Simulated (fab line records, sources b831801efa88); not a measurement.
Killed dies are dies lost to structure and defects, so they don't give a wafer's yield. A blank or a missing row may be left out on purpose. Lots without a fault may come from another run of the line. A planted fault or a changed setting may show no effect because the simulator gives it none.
A struck lot beside a sound one | flow gf180mcu | 14 steps out of a route of 602
Sound: wafers L226.2, L226.3, L226.4. Struck: wafers L216.3, L216.4, L216.6. The cause comes at the end.
At each step with rows: each side's tool, then ch and its chambers, then its first start. Under that, the readings that differ: sound wafers | struck wafers | difference of the means | sigmas: that difference in standard deviations of wafers without a fault.
alike: readings whose means differ by less than 2 such deviations, and words and numbers that are the same on both sides. not compared: withheld readings, readings that some wafer has no value for, bounds like >300 that may hide the same value, and numbers for which the record gives no deviation and whose values overlap.
The two part at a step that has a row with sigmas, a row that says differs or no value, or rows on one side only. Numbers that don't overlap but have no deviation are shown without sigmas and don't part them. A reading that every wafer of one side lacks parts them only if that side has two wafers or more.

first, 1 step without rows for these wafers: GF_V1_CMP_26 (polishes, stops on SiO2, t overpolish 15 s, target thk 0 nm).
GF_M2_SPUTTER_00: material Ti, target thk 37.5 nm, time 150 s.
  sound on pvd_sputter-01, day 25 01:46; struck on pvd_sputter-01, day 22 00:41
  alike: substrate_temp_c, throttle_valve_pct
GF_M2_SPUTTER_01: material TiN, target thk 30 nm, time 25 s.
  sound on pvd_sputter-01, day 25 01:52; struck on pvd_sputter-01, day 22 00:47
  alike: throttle_valve_pct
GF_M2_SPUTTER_02: material AlCu, target thk 450 nm, time 23.9 s.
  sound on pvd_sputter-01, day 25 01:54; struck on pvd_sputter-01, day 22 00:49
  alike: throttle_valve_pct
GF_M2_SPUTTER_03: material Ti, target thk 10 nm, time 6.7 s.
  sound on pvd_sputter-01, day 25 01:56; struck on pvd_sputter-01, day 22 00:50
  alike: substrate_temp_c, throttle_valve_pct
GF_M2_SPUTTER_04: material TiN, target thk 50 nm, time 41.7 s.
  sound on pvd_sputter-01, day 25 01:57; struck on pvd_sputter-01, day 22 00:52
  alike: throttle_valve_pct
GF_M2_RS_MEAS_05: measures by four-point-probe.
  sound on film_metro-03, day 25 02:01; struck on film_metro-03, day 22 00:56
  alike: M2_ALCU_RS
GF_M2_THK_MEAS_06: measures by xrf.
  sound on film_metro-03, day 25 02:07; struck on film_metro-03, day 22 01:02
  alike: M2_ALCU_THK
then, 4 steps without rows for these wafers: GF_M2_DEHYDRATE_07 (time 60 s); GF_M2_HMDS_08 (prime time 60 s); GF_M2_COAT_09 (resist thk 1000 nm); GF_M2_SOFTBAKE_10 (time 60 s).
GF_M2_EXPOSE_11: exposes mask Metal2, target cd 280 nm.
  sound on krf_scanner-01 ch 0, day 25 13:31; struck on krf_scanner-01, day 22 12:29
  no value came back on the struck wafers for exposure_dose_mJ_cm2, focus_offset_nm (nm); on the sound wafers exposure_dose_mJ_cm2 reads 27.989 28.002 27.973
  alike: mask
then, 1 step without rows for these wafers: GF_M2_PEB_12 (peb time 90 s).

WHERE THEY PART
Only at GF_M2_EXPOSE_11, within this record.

WHY: what the simulator had put in
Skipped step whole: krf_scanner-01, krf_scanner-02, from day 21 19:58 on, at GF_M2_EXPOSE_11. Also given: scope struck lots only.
